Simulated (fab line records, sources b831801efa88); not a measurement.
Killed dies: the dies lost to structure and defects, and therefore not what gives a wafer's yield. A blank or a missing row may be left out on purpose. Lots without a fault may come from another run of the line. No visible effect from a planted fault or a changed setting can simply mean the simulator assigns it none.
A single fault, viewed from 2 desks + flow gf180mcu + what lay behind the numbers comes last; until then each desk has only its own

== DESK OF THE TOOL OWNER: rie_si-02 ==
The tool's own readings at GF_POLY_GATE_ETCH_13 (etches poly-Si in HBr/Cl2, stops on SiO2, target depth 198.5 nm, time 69.6 s): means of the sampled wafers that have a number, for each lot that ran on this tool. Marked OUT: a lot whose mean sits more than 4 standard deviations from the usual mean, which makes it out of limits; the brackets give that distance.
Columns: A = drypump_motor_current_A at GF_POLY_GATE_ETCH_13, usual 5.5 A; B = oes_product_au at GF_POLY_GATE_ETCH_13, usual 0.987 a.u.; C = throttle_valve_pct at GF_POLY_GATE_ETCH_13, usual 33.684 %
| lot  | first seen here | A   | B               | C      |
|------|-----------------|-----|-----------------|--------|
| L817 | day 9 09:11     | 5.5 | 0.992           | 33.685 |
| L818 | day 9 14:31     | 5.7 | 0.980           | 33.688 |
| L819 | day 9 23:49     | 5.2 | 0.988           | 33.688 |
| L821 | day 10 10:05    | 5.7 | 0.985           | 33.692 |
| L822 | day 10 22:38    | 5.5 | 0.991           | 33.677 |
| L823 | day 11 04:40    | 5.4 | 0.994           | 33.692 |
| L828 | day 13 13:50    | 5.3 | 0.821 (-18) OUT | 33.692 |
| L830 | day 13 15:40    | 5.8 | 0.891 (-10) OUT | 33.685 |
| L831 | day 13 23:40    | 5.8 | 0.835 (-16) OUT | 33.676 |
This desk finds L828, L830, L831 out of limits, L828 being first, at day 13 13:50 (oes_product_au at GF_POLY_GATE_ETCH_13). In limits: L817, L818, L819, L821, L822, L823.

== AT THE METROLOGY DESK ==
What the gauges read, lot by lot, whatever tool the lot ran on: means of the sampled wafers that have a number. Marked OUT: a lot whose mean sits more than 4 standard deviations from the usual mean, which makes it out of limits; the brackets give that distance.
Columns: A = MVSD_TW at GF_MVSD_TW_MEAS_11, usual 1568; B = MVPSD_OVL at GF_MVPSD_OVL_MEAS_07, usual 0.3 nm; C = HV_LDD_OVL at GF_HV_LDD_OVL_MEAS_08, usual 0.9 nm
| lot  | first seen here | A    | B    | C    |
|------|-----------------|------|------|------|
| L817 | day 4 16:55     | 1617 | 1.7  | 1.9  |
| L818 | day 4 21:16     | 1540 | -0.3 | 3.6  |
| L819 | day 5 04:07     | 1610 | 1.1  | -1.9 |
| L820 | day 5 08:29     | 1545 | 0.7  | 0.2  |
| L821 | day 5 12:49     | 1550 | 0.3  | 0.8  |
| L822 | day 5 21:43     | 1549 | 2.6  | 1.5  |
| L823 | day 6 02:28     | 1584 | -2.3 | 1.6  |
| L828 | day 7 18:07     | 1571 | 0.7  | 2.0  |
| L830 | day 7 20:31     | 1552 | 1.7  | -1.4 |
| L831 | day 8 04:44     | 1610 | -1.1 | 1.1  |
| L832 | day 8 05:54     | 1550 | 0.1  | 2.6  |
| L834 | day 8 18:19     | 1614 | -0.8 | 1.8  |
| L837 | day 9 14:03     | 1547 | -0.3 | 1.9  |
| L838 | day 9 17:13     | 1550 | 1.8  | 0.3  |
| L839 | day 9 23:07     | 1612 | 2.7  | 2.5  |
Finding of this desk: none of the 15 lots has anything out of limits.

== PUT TOGETHER ==
An alarm could have come from the tool owner's desk at day 13 13:50, on L828, L830, L831.
Nothing out of limits was seen by the metrology desk.
The metrology desk has L828, L830, L831 on record, within its limits.
The lots listed all ran GF_POLY_GATE_ETCH_13 on rie_si-02.

== WHAT THE SIMULATOR HAD INSERTED ==
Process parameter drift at GF_POLY_GATE_ETCH_13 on rie_si-02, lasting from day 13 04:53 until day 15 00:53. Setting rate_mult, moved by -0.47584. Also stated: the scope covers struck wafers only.
Struck lots among those shown: L828, L830, L831.
How many hours passed from the start of the fault until each desk's first out-of-limits reading: the tool owner's desk, 9.
